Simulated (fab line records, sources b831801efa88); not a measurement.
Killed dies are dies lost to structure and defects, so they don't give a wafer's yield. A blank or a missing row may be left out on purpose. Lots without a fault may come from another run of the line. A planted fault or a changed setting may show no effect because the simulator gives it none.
Which tool did it? | flow gf180mcu | 6 lots, 18 wafers sampled, at 5 steps of a route of 602

WHAT THE GAUGES READ, wafer by wafer
GF_M3_THK_MEAS_06: measures by xrf.
lot  | measured     | on            | M3_ALCU_THK (nm)
L856 | day 21 05:48 | film_metro-04 | 446 446 450
L859 | day 22 03:17 | film_metro-02 | 430 463 463
L864 | day 24 05:29 | film_metro-04 | 446 450 449
L869 | day 26 01:12 | film_metro-02 | 450 454 446
L874 | day 27 06:57 | film_metro-01 | 440 446 443
L877 | day 28 03:30 | film_metro-04 | 444 443 446

WHICH TOOL RAN EACH LOT (tool, then ch and the chambers of the sampled wafers, then the start)
lot  | GF_V2_CMP_26                  | GF_M3_SPUTTER_00             | GF_M3_SPUTTER_02             | GF_M3_SPUTTER_04
L856 | cmp-02 ch 0,2,3, day 21 05:10 | pvd_sputter-03, day 21 05:28 | pvd_sputter-03, day 21 05:35 | pvd_sputter-03, day 21 05:38
L859 | cmp-02 ch 1,3, day 22 02:38   | pvd_sputter-03, day 22 02:56 | pvd_sputter-03, day 22 03:04 | pvd_sputter-03, day 22 03:07
L864 | cmp-02 ch 0,1, day 24 04:53   | pvd_sputter-02, day 24 05:08 | pvd_sputter-02, day 24 05:16 | pvd_sputter-02, day 24 05:19
L869 | cmp-02 ch 0,1,2, day 26 00:43 | pvd_sputter-03, day 26 00:52 | pvd_sputter-03, day 26 00:59 | pvd_sputter-03, day 26 01:02
L874 | cmp-01 ch 0,1,2, day 27 06:19 | pvd_sputter-03, day 27 06:37 | pvd_sputter-03, day 27 06:44 | pvd_sputter-03, day 27 06:47
L877 | cmp-01 ch 0,1,3, day 28 02:59 | pvd_sputter-03, day 28 03:08 | pvd_sputter-03, day 28 03:16 | pvd_sputter-03, day 28 03:19
- GF_V2_CMP_26: polishes, stops on SiO2, t overpolish 15 s, target thk 0 nm.
- GF_M3_SPUTTER_00: material Ti, target thk 37.5 nm, time 150 s.
- GF_M3_SPUTTER_02: material AlCu, target thk 450 nm, time 23.9 s.
- GF_M3_SPUTTER_04: material TiN, target thk 50 nm, time 41.7 s.

THE ANSWER, worked out from the rows above alone
Rule: what is usual is taken from the lots themselves. Put in order of their means at a reading, lots are off if they are a third of the lots or fewer, leave a main group of 4 or more, and stand apart from it by a gap of 3 or more times the standard deviation of the main group's means; of several such gaps the widest counts. A main group whose means are all the same, to the digits that the tables above print for the reading, isn't used. A lot without any number at a reading at which 4 lots or more have one is off too. The other lots that the step has rows for count as sound.
No lot is off at any reading shown: from this, nothing can be told.

WHAT THE SIMULATOR HAD PUT IN
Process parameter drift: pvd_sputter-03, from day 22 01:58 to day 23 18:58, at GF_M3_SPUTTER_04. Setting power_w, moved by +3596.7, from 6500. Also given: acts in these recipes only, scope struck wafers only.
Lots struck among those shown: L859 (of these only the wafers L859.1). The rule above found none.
